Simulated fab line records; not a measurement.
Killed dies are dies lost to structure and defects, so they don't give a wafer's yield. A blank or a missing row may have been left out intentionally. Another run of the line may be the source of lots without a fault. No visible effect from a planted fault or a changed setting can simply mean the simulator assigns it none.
The tool behind it: which one?	flow gf180mcu	13 lots, 39 wafers sampled, at 5 steps of a route of 602

== WHAT THE GAUGES READ, wafer by wafer ==
GF_DNWELL_TW_MEAS_09. Usual: for DNWELL_TW the level is 1364 and the standard deviation is 7.4.
lot	measured	on	DNWELL_TW	flag
L621	day 2 23:59	filmMetro-03	1355 1361 1362	
L622	day 3 05:29	filmMetro-02	1358 1368 1364	
L624	day 3 16:17	filmMetro-04	1353 1354 1351	
L625	day 3 21:11	filmMetro-03	1378 1375 1378	
L626	day 4 03:20	filmMetro-03	1371 1369 1364	
L628	day 4 12:45	filmMetro-03	1364 1365 1358	
L629	day 4 17:43	filmMetro-04	1355 1368 1361	
L630	day 5 01:29	filmMetro-02	1368 1364 1368	
L636	day 6 08:10	filmMetro-02	1361 1363 1358	
L639	day 6 23:46	filmMetro-04	1350 1355 1359	
L641	day 7 09:22	filmMetro-03	1369 1369 1367	
L642	day 7 15:17	filmMetro-02	1368 1363 1362	
L643	day 7 21:32	filmMetro-04	1361 1358 1363	

GF_VT_IMPLANT_TW_MEAS_32. Usual: for VT_IMPLANT_3_TW the level is 272.1 and the standard deviation is 2.6.
lot	measured	on	VT_IMPLANT_3_TW	flag
L621	day 7 04:24	filmMetro-03	277.0 276.8 275.6	
L622	day 7 10:25	filmMetro-04	272.0 273.4 271.8	
L624	day 8 00:02	filmMetro-03	272.7 273.7 273.2	
L625	day 8 05:04	filmMetro-01	267.6 269.5 268.7	
L626	day 8 12:19	filmMetro-01	268.2 267.6 269.5	
L628	day 9 01:50	filmMetro-01	268.3 270.4 269.2	
L629	day 9 06:12	filmMetro-03	274.5 273.0 273.6	
L630	day 9 16:23	filmMetro-03	274.6 274.3 272.7	
L636	day 11 05:19	filmMetro-04	270.3 270.9 270.7	
L639	day 12 01:10	filmMetro-03	276.0 275.2 276.9	
L641	day 12 11:43	filmMetro-01	272.0 271.4 270.0	
L642	day 12 22:58	filmMetro-04	273.4 272.6 272.6	
L643	day 13 04:19	filmMetro-03	276.3 274.3 275.6	

GF_VT_IMPLANT_OVL_MEAS_40. Usual: for VT_IMPLANT_03_OVL the level is 0.0 nm and the standard deviation is 1.3.
lot	measured	on	VT_IMPLANT_03_OVL (nm)	flag
L621	day 7 19:37	overlay-02	2.3 0.7 1.2	
L622	day 8 02:38	overlay-02	2.9 1.7 1.4	
L624	day 8 15:32	overlay-01	- - -	OFF
L625	day 8 21:47	overlay-02	- - -	OFF
L626	day 9 05:20	overlay-01	- - -	OFF
L628	day 9 18:29	overlay-02	-0.1 0.3 -1.0	
L629	day 9 23:23	overlay-01	-1.2 0.4 -0.2	
L630	day 10 09:26	overlay-01	-1.0 -0.6 -1.1	
L636	day 11 23:59	overlay-01	-0.9 -2.1 -1.0	
L639	day 12 19:41	overlay-02	0.0 1.2 1.1	
L641	day 13 07:34	overlay-01	0.0 1.4 1.9	
L642	day 13 19:20	overlay-02	1.6 1.0 -0.7	
L643	day 14 00:35	overlay-02	-0.4 -0.5 -1.2	

GF_VT_IMPLANT_TW_MEAS_43. Usual: for VT_IMPLANT_4_TW the level is 695 and the standard deviation is 6.2.
lot	measured	on	VT_IMPLANT_4_TW	flag
L621	day 7 19:54	filmMetro-01	692 687 686	
L622	day 8 02:55	filmMetro-04	688 691 688	
L624	day 8 15:50	filmMetro-04	30 30 30	OFF
L625	day 8 22:04	filmMetro-03	30 30 30	OFF
L626	day 9 05:37	filmMetro-04	30 30 30	OFF
L628	day 9 18:46	filmMetro-03	697 702 697	
L629	day 9 23:40	filmMetro-01	688 687 692	
L630	day 10 09:43	filmMetro-04	693 692 695	
L636	day 12 00:16	filmMetro-03	704 706 707	
L639	day 12 19:58	filmMetro-01	690 689 687	
L641	day 13 07:51	filmMetro-03	700 702 703	
L642	day 13 19:38	filmMetro-04	687 688 692	
L643	day 14 00:52	filmMetro-03	701 703 696	

== TOOL THAT RAN EACH LOT (tool first, then ch and the chambers of the sampled wafers, then the start) ==
lot	GF_VT_IMPLANT_DEVELOP_39
L621	lithoTrack-02 ch 0, day 7 19:28
L622	lithoTrack-01 ch 0, day 8 02:30
L624	lithoTrack-01 ch 0, day 8 15:26
L625	lithoTrack-01 ch 0, day 8 21:38
L626	lithoTrack-01 ch 0, day 9 05:12
L628	lithoTrack-02 ch 0, day 9 18:22
L629	lithoTrack-04 ch 0, day 9 23:14
L630	lithoTrack-02 ch 0, day 10 09:19
L636	lithoTrack-04 ch 0, day 11 23:50
L639	lithoTrack-01 ch 0, day 12 19:32
L641	lithoTrack-02 ch 0, day 13 07:25
L642	lithoTrack-01 ch 0, day 13 19:13
L643	lithoTrack-04 ch 0, day 14 00:27
- GF_VT_IMPLANT_DEVELOP_39: develop time 60 s.

== WHAT THE TOOLS THEMSELVES READ (means of the sampled wafers that have a number; where no wafer has one, the mark that the record gives instead) ==
GF_VT_IMPLANT_DEVELOP_39. Usual: chillPlateTempC 23.00 C, standard deviation 0.099.
lot	tool	chillPlateTempC (C)	flag
L621	lithoTrack-02	23.01	
L622	lithoTrack-01	23.11	
L624	lithoTrack-01	22.94	
L625	lithoTrack-01	22.96	
L626	lithoTrack-01	23.01	
L628	lithoTrack-02	23.04	
L629	lithoTrack-04	22.93	
L630	lithoTrack-02	23.10	
L636	lithoTrack-04	22.97	
L639	lithoTrack-01	22.96	
L641	lithoTrack-02	22.91	
L642	lithoTrack-01	22.97	
L643	lithoTrack-04	23.06	

== THE ANSWER, worked out from the rows above alone ==
Rule: take the mean of a lot's wafers that have a number; if it is more than 3 standard deviations from the usual mean, the lot is off. A lot without any number at a reading at which 4 lots or more have one is off too. Any other lot the step has rows for is counted as sound. Order of review: gauges by route order, followed by the tools' own readings, for which a lot's mean as printed above is used. The first step at which some lot is off is used, and at that step the reading that is off furthest; a lot without a number counts as furthest.
Off: L624, L625, L626, seen at GF_VT_IMPLANT_OVL_MEAS_40 (VT_IMPLANT_03_OVL). Without a number there: L624, L625, L626.
A tool fits if, at a process step before that reading, it ran every lot that is off, and no sound lot after the first of them. Not tried: the gauges at GF_VT_IMPLANT_OVL_MEAS_40; whatever is off there is also off at GF_VT_IMPLANT_TW_MEAS_43, on other tools, and gauge error can't account for it. No candidate that was tried fits.

== WHAT THE SIMULATOR PUT IN ==
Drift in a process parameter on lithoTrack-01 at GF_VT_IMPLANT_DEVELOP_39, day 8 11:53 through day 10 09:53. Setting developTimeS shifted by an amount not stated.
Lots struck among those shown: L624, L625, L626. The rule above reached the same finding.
